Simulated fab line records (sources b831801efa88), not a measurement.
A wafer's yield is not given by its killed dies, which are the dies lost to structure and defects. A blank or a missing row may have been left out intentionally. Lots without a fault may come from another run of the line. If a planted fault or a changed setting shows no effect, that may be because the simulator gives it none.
2 desks, one fault -- flow gf180mcu -- only its own numbers are on each desk; what lay behind them is given at the end

== THE METROLOGY DESK ==
Means of the sampled wafers that have a number, per lot and without regard to the tool the lot ran on: this is what the gauges read. Marked OUT: a lot whose mean sits more than 4 standard deviations from the usual mean, which makes it out of limits; the brackets give that distance.
Columns: A = V1_BOW at GF_V1_BOW_MEAS_05, usual 83 um; B = cd nm at GF_V1_CD_MEAS_14, usual 260.3 nm; C = V1_OVL at GF_V1_OVL_MEAS_15, usual 2 nm
lot,first seen here,A,B,C
L352,day 17 19:06,86,259.2,-3
L355,day 19 04:45,77,260.2,2
L362,day 21 14:02,81,259.9,3
L364,day 22 09:24,88,260.7,6
L372,day 25 04:35,78,260.2,2
L373,day 25 10:13,75,261.1,8
This desk's verdict: no lot among the 6 shows anything out of limits.

== AT THE TOOL OWNER'S DESK: rie diel-02 ==
The tool's own readings at GF_V1_ETCH_17 (etches SiO2 in C4F8/O2/Ar, stops on TiN, target depth 630 nm): means of the sampled wafers that have a number, for each lot that ran on this tool. Marked OUT: a lot whose mean sits more than 4 standard deviations from the usual mean, which makes it out of limits; the brackets give that distance.
Columns: A = bias w at GF_V1_ETCH_17, usual 1199 W; B = oes product au at GF_V1_ETCH_17, usual 0.856 a.u.
lot,first seen here,A,B
L362,day 22 13:00,1321 (+37) OUT,0.853
L364,day 23 09:00,1323 (+38) OUT,0.852
This desk finds L362, L364 out of limits, L362 being first, at day 22 13:00 (bias w at GF_V1_ETCH_17). In limits: none.

== TAKEN TOGETHER ==
An alarm could have come from the tool owner's desk at day 22 13:00, on L362, L364.
At the metrology desk, nothing out of limits was observed.
The metrology desk has L362, L364 on record, within its limits.
Every lot named ran GF_V1_ETCH_17 on rie diel-02.

== WHAT THE SIMULATOR HAD PUT IN ==
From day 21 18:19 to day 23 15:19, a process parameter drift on rie diel-02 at GF_V1_ETCH_17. Setting bias w, moved by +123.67, from 1200. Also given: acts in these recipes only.
Shown lots that were struck: L362, L364.
Delay in hours, fault start to first out-of-limits reading, by desk: the tool owner's desk at 19.
